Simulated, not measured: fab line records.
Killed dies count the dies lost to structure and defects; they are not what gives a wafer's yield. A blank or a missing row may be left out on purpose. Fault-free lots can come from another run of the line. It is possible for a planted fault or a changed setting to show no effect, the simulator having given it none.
Check for tools in common + flow gf180mcu + 9 lots, 27 wafers sampled

== THE REASON FOR OPENING IT ==
Of 9 lots, 3 have the reading MVSD_TW flagged at GF_MVSD_TW_MEAS_11. Fault-free wafers read 1576, with a standard deviation of 11.
Rule: a lot gets a flag if all its wafers with a number sit over 4 standard deviations from that mean, or if no wafer of it has a number. The rest of the lots are taken to be sound.

| lot  | measured    | on            | MVSD_TW, wafer by wafer | flag    |
|------|-------------|---------------|-------------------------|---------|
| L392 | day 4 11:46 | film-metro-04 | 1587 1592 1595          |         |
| L393 | day 4 15:27 | film-metro-01 | 1564 1563 1558          |         |
| L394 | day 4 23:24 | film-metro-04 | 1601 1593 1587          |         |
| L395 | day 5 04:18 | film-metro-04 | 1593 1596 1591          |         |
| L396 | day 5 09:14 | film-metro-04 | 1591 1589 1595          |         |
| L397 | day 5 15:22 | film-metro-04 | 1584 1594 1588          |         |
| L403 | day 7 04:09 | film-metro-01 | 2361 2377 2370          | FLAGGED |
| L404 | day 7 07:56 | film-metro-04 | 2390 2381 2397          | FLAGGED |
| L405 | day 7 14:24 | film-metro-02 | 2368 2380 2383          | FLAGGED |
The numbers of the flagged lots are 2379 on average: +803 against the usual, or +73 standard deviations.

== WHICH TOOL EACH LOT WENT THROUGH ==
The record holds 1 process step before the reading, out of a route of 602 steps. Every cell lists first the tool, next ch and the chambers used by the sampled wafers, and last the start.
| lot  | flag    | GF_MVSD_IMPLANT_08             |
|------|---------|--------------------------------|
| L392 |         | implanter-03 ch 0, day 4 11:22 |
| L393 |         | implanter-01 ch 0, day 4 15:05 |
| L394 |         | implanter-01 ch 0, day 4 23:01 |
| L395 |         | implanter-03 ch 0, day 5 03:55 |
| L396 |         | implanter-03 ch 0, day 5 08:52 |
| L397 |         | implanter-04 ch 0, day 5 14:59 |
| L403 | FLAGGED | implanter-03 ch 0, day 7 03:46 |
| L404 | FLAGGED | implanter-01 ch 0, day 7 07:32 |
| L405 | FLAGGED | implanter-03 ch 0, day 7 14:01 |
What is done by these steps:
- GF_MVSD_IMPLANT_08
- GF_MVSD_TW_MEAS_11

== FLAGGED OVER TOTAL, TOOL BY TOOL (the gauges that took the reading come last) ==
| step               | tool          | lots run | flagged | share of the flagged lots | sound lots run after its first flagged lot |
|--------------------|---------------|----------|---------|---------------------------|--------------------------------------------|
| GF_MVSD_IMPLANT_08 | implanter-01  | 3        | 1       | some                      | 0                                          |
| GF_MVSD_IMPLANT_08 | implanter-03  | 5        | 2       | some                      | 0                                          |
| GF_MVSD_IMPLANT_08 | implanter-04  | 1        | 0       | none                      | -                                          |
| GF_MVSD_TW_MEAS_11 | film-metro-01 | 2        | 1       | some                      | 0                                          |
| GF_MVSD_TW_MEAS_11 | film-metro-02 | 1        | 1       | some                      | 0                                          |
| GF_MVSD_TW_MEAS_11 | film-metro-04 | 6        | 1       | some                      | 0                                          |

== WHAT THE TABLE ALLOWS ==
No row of the table ran every flagged lot.

== WHAT THE SIMULATOR PUT IN ==
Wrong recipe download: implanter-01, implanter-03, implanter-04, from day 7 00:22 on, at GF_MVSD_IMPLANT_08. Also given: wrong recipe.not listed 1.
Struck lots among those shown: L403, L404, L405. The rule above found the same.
